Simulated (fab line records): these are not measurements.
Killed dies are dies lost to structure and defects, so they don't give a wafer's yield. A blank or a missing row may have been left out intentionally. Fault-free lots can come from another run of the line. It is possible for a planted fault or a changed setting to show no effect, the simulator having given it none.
Which tool did it? || flow sky130 || Sampling: 11 lots, 33 wafers, 4 of 708 route steps

## WHAT EACH GAUGE READ, for each wafer
SKY_PWDE_TW_MEAS_10. Usual: for PWDE_TW the level is 376.7 and the standard deviation is 2.4.
{"lot": "L820", "measured": "day 5 01:15", "on": "film_metro-01", "PWDE_TW": "375.1 374.4 374.6", "flag": ""}
{"lot": "L822", "measured": "day 5 02:25", "on": "film_metro-04", "PWDE_TW": "374.5 374.9 374.3", "flag": ""}
{"lot": "L821", "measured": "day 5 03:03", "on": "film_metro-02", "PWDE_TW": "382.4 383.1 380.3", "flag": ""}
{"lot": "L823", "measured": "day 5 14:43", "on": "film_metro-01", "PWDE_TW": "374.3 376.8 372.7", "flag": ""}
{"lot": "L824", "measured": "day 6 04:52", "on": "film_metro-01", "PWDE_TW": "378.6 378.0 379.3", "flag": ""}
{"lot": "L826", "measured": "day 6 05:15", "on": "film_metro-01", "PWDE_TW": "377.7 378.4 377.9", "flag": ""}
{"lot": "L827", "measured": "day 6 06:34", "on": "film_metro-04", "PWDE_TW": "375.4 373.6 376.5", "flag": ""}
{"lot": "L828", "measured": "day 6 14:34", "on": "film_metro-02", "PWDE_TW": "378.5 379.5 378.4", "flag": ""}
{"lot": "L830", "measured": "day 6 21:12", "on": "film_metro-04", "PWDE_TW": "374.4 373.8 375.0", "flag": ""}
{"lot": "L832", "measured": "day 7 09:44", "on": "film_metro-02", "PWDE_TW": "392.9 393.1 393.5", "flag": "OFF"}
{"lot": "L833", "measured": "day 7 09:55", "on": "film_metro-04", "PWDE_TW": "390.0 389.4 390.8", "flag": "OFF"}

SKY_NWELL_RS_MEAS_31: a four-point-probe measurement. Usual: for PWDE_RS the level is 5269 ohm/sq and the standard deviation is 17.
{"lot": "L820", "measured": "day 6 14:17", "on": "film_metro-04", "PWDE_RS (ohm/sq)": "5284 5275 5281", "flag": ""}
{"lot": "L822", "measured": "day 6 15:11", "on": "film_metro-02", "PWDE_RS (ohm/sq)": "5265 5279 5260", "flag": ""}
{"lot": "L821", "measured": "day 6 16:18", "on": "film_metro-01", "PWDE_RS (ohm/sq)": "5268 5265 5274", "flag": ""}
{"lot": "L823", "measured": "day 7 04:41", "on": "film_metro-01", "PWDE_RS (ohm/sq)": "5297 5293 5299", "flag": ""}
{"lot": "L824", "measured": "day 7 18:55", "on": "film_metro-02", "PWDE_RS (ohm/sq)": "5248 5270 5244", "flag": ""}
{"lot": "L826", "measured": "day 7 19:53", "on": "film_metro-04", "PWDE_RS (ohm/sq)": "5257 5255 5262", "flag": ""}
{"lot": "L827", "measured": "day 7 22:04", "on": "film_metro-01", "PWDE_RS (ohm/sq)": "5273 5268 5277", "flag": ""}
{"lot": "L828", "measured": "day 8 07:02", "on": "film_metro-01", "PWDE_RS (ohm/sq)": "5316 5306 5313", "flag": ""}
{"lot": "L830", "measured": "day 8 13:25", "on": "film_metro-01", "PWDE_RS (ohm/sq)": "5277 5246 5257", "flag": ""}
{"lot": "L832", "measured": "day 9 03:38", "on": "film_metro-01", "PWDE_RS (ohm/sq)": "4798 4791 4797", "flag": "OFF"}
{"lot": "L833", "measured": "day 9 04:02", "on": "film_metro-02", "PWDE_RS (ohm/sq)": "4770 4777 4767", "flag": "OFF"}

SKY_POLY_GATE_THK_MEAS_21. Usual: for POLY_GATE_OXIDATION_THK the level is 4.00 nm and the standard deviation is 0.071.
{"lot": "L820", "measured": "day 18 02:08", "on": "film_metro-04", "POLY_GATE_OXIDATION_THK (nm)": "4.03 4.08 3.96", "flag": ""}
{"lot": "L822", "measured": "day 18 08:44", "on": "film_metro-01", "POLY_GATE_OXIDATION_THK (nm)": "3.95 3.98 3.92", "flag": ""}
{"lot": "L821", "measured": "day 18 08:46", "on": "film_metro-03", "POLY_GATE_OXIDATION_THK (nm)": "4.04 4.06 4.02", "flag": ""}
{"lot": "L823", "measured": "day 19 02:53", "on": "film_metro-03", "POLY_GATE_OXIDATION_THK (nm)": "3.88 3.95 3.84", "flag": ""}
{"lot": "L824", "measured": "day 20 01:57", "on": "film_metro-04", "POLY_GATE_OXIDATION_THK (nm)": "4.02 4.03 3.95", "flag": ""}
{"lot": "L826", "measured": "day 20 06:16", "on": "film_metro-04", "POLY_GATE_OXIDATION_THK (nm)": "3.88 3.94 3.99", "flag": ""}
{"lot": "L827", "measured": "day 20 11:23", "on": "film_metro-03", "POLY_GATE_OXIDATION_THK (nm)": "3.96 3.92 3.96", "flag": ""}
{"lot": "L828", "measured": "day 20 18:23", "on": "film_metro-03", "POLY_GATE_OXIDATION_THK (nm)": "3.99 4.04 3.99", "flag": ""}
{"lot": "L830", "measured": "day 20 23:32", "on": "film_metro-01", "POLY_GATE_OXIDATION_THK (nm)": "3.92 3.89 3.91", "flag": ""}
{"lot": "L832", "measured": "day 21 21:34", "on": "film_metro-04", "POLY_GATE_OXIDATION_THK (nm)": "4.05 4.07 4.05", "flag": ""}
{"lot": "L833", "measured": "day 22 04:44", "on": "film_metro-01", "POLY_GATE_OXIDATION_THK (nm)": "3.95 4.00 4.05", "flag": ""}

## TOOL THAT RAN EACH LOT (tool first, then ch and the chambers of the sampled wafers, then the start)
{"lot": "L820", "SKY_PWDE_IMPLANT_08": "implanter-04 ch 0, day 5 01:00"}
{"lot": "L822", "SKY_PWDE_IMPLANT_08": "implanter-02 ch 0, day 5 02:10"}
{"lot": "L821", "SKY_PWDE_IMPLANT_08": "implanter-04 ch 0, day 5 02:50"}
{"lot": "L823", "SKY_PWDE_IMPLANT_08": "implanter-02 ch 0, day 5 14:28"}
{"lot": "L824", "SKY_PWDE_IMPLANT_08": "implanter-01 ch 0, day 6 04:38"}
{"lot": "L826", "SKY_PWDE_IMPLANT_08": "implanter-02 ch 0, day 6 05:00"}
{"lot": "L827", "SKY_PWDE_IMPLANT_08": "implanter-02 ch 0, day 6 06:20"}
{"lot": "L828", "SKY_PWDE_IMPLANT_08": "implanter-02 ch 0, day 6 14:20"}
{"lot": "L830", "SKY_PWDE_IMPLANT_08": "implanter-01 ch 0, day 6 20:58"}
{"lot": "L832", "SKY_PWDE_IMPLANT_08": "implanter-02 ch 0, day 7 09:29"}
{"lot": "L833", "SKY_PWDE_IMPLANT_08": "implanter-02 ch 0, day 7 09:41"}
- SKY_PWDE_IMPLANT_08

## WHAT THE TOOLS THEMSELVES READ (means of the sampled wafers that have a number; where no wafer has one, the mark that the record gives instead)
SKY_PWDE_IMPLANT_08. Usual: dose_ions_cm2 3.6e+12, standard deviation 4.5e+09; faraday_current_uA 20.3, standard deviation 0.38.
{"lot": "L820", "tool": "implanter-04", "dose_ions_cm2": 3.6e+12, "faraday_current_uA": 20.3, "flag": ""}
{"lot": "L822", "tool": "implanter-02", "dose_ions_cm2": 3.6e+12, "faraday_current_uA": 20.5, "flag": ""}
{"lot": "L821", "tool": "implanter-04", "dose_ions_cm2": 3.6e+12, "faraday_current_uA": 20.1, "flag": ""}
{"lot": "L823", "tool": "implanter-02", "dose_ions_cm2": 3.6e+12, "faraday_current_uA": 20.2, "flag": ""}
{"lot": "L824", "tool": "implanter-01", "dose_ions_cm2": 3.6e+12, "faraday_current_uA": 20.9, "flag": ""}
{"lot": "L826", "tool": "implanter-02", "dose_ions_cm2": 3.6e+12, "faraday_current_uA": 20.4, "flag": ""}
{"lot": "L827", "tool": "implanter-02", "dose_ions_cm2": 3.6e+12, "faraday_current_uA": 20.6, "flag": ""}
{"lot": "L828", "tool": "implanter-02", "dose_ions_cm2": 3.6e+12, "faraday_current_uA": 19.8, "flag": ""}
{"lot": "L830", "tool": "implanter-01", "dose_ions_cm2": 3.6e+12, "faraday_current_uA": 20.1, "flag": ""}
{"lot": "L832", "tool": "implanter-02", "dose_ions_cm2": 4.1e+12, "faraday_current_uA": 22.8, "flag": "OFF"}
{"lot": "L833", "tool": "implanter-02", "dose_ions_cm2": 4.1e+12, "faraday_current_uA": 22.8, "flag": "OFF"}

## THE ANSWER, worked out from the rows above alone
Rule: take the mean of a lot's wafers that have a number; if it is more than 3 standard deviations from the usual mean, the lot is off. A lot without any number at a reading at which 4 lots or more have one is off too. All remaining lots with rows at the step are treated as sound. The gauges are gone through in route order, then the tools' own readings, and for those a lot's mean is taken as printed above. The first step at which some lot is off is used, and at that step the reading that is off furthest; a lot without a number counts as furthest.
Off: at SKY_PWDE_TW_MEAS_10 (PWDE_TW), L832, L833.
If a tool, at a process step before that reading, ran all the lots that are off and no sound lot after the first of them, it fits. Not tried: the gauges at SKY_PWDE_TW_MEAS_10; whatever is off there is also off at SKY_PWDE_IMPLANT_08, on other tools, and gauge error can't account for it. One candidate fits, namely implanter-02 at SKY_PWDE_IMPLANT_08. Its last sound lot is L828 (day 6 14:20), its first lot that is off L832 (day 7 09:29): a fault that began between those two fits.
The tool's own readings at SKY_PWDE_IMPLANT_08 bear it out: on the lots that are off they differ by more than 5 times the standard deviation of the sound lots' means. dose_ions_cm2 reads 4.1e+12 there against 3.6e+12 on the sound lots; faraday_current_uA reads 22.8 there against 20.3 on the sound lots.

## WHAT THE SIMULATOR HAD INSERTED
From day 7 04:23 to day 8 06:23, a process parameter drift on implanter-02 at SKY_PWDE_IMPLANT_08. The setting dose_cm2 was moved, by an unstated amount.
Shown lots that were struck: L832, L833. The rule above found the same.
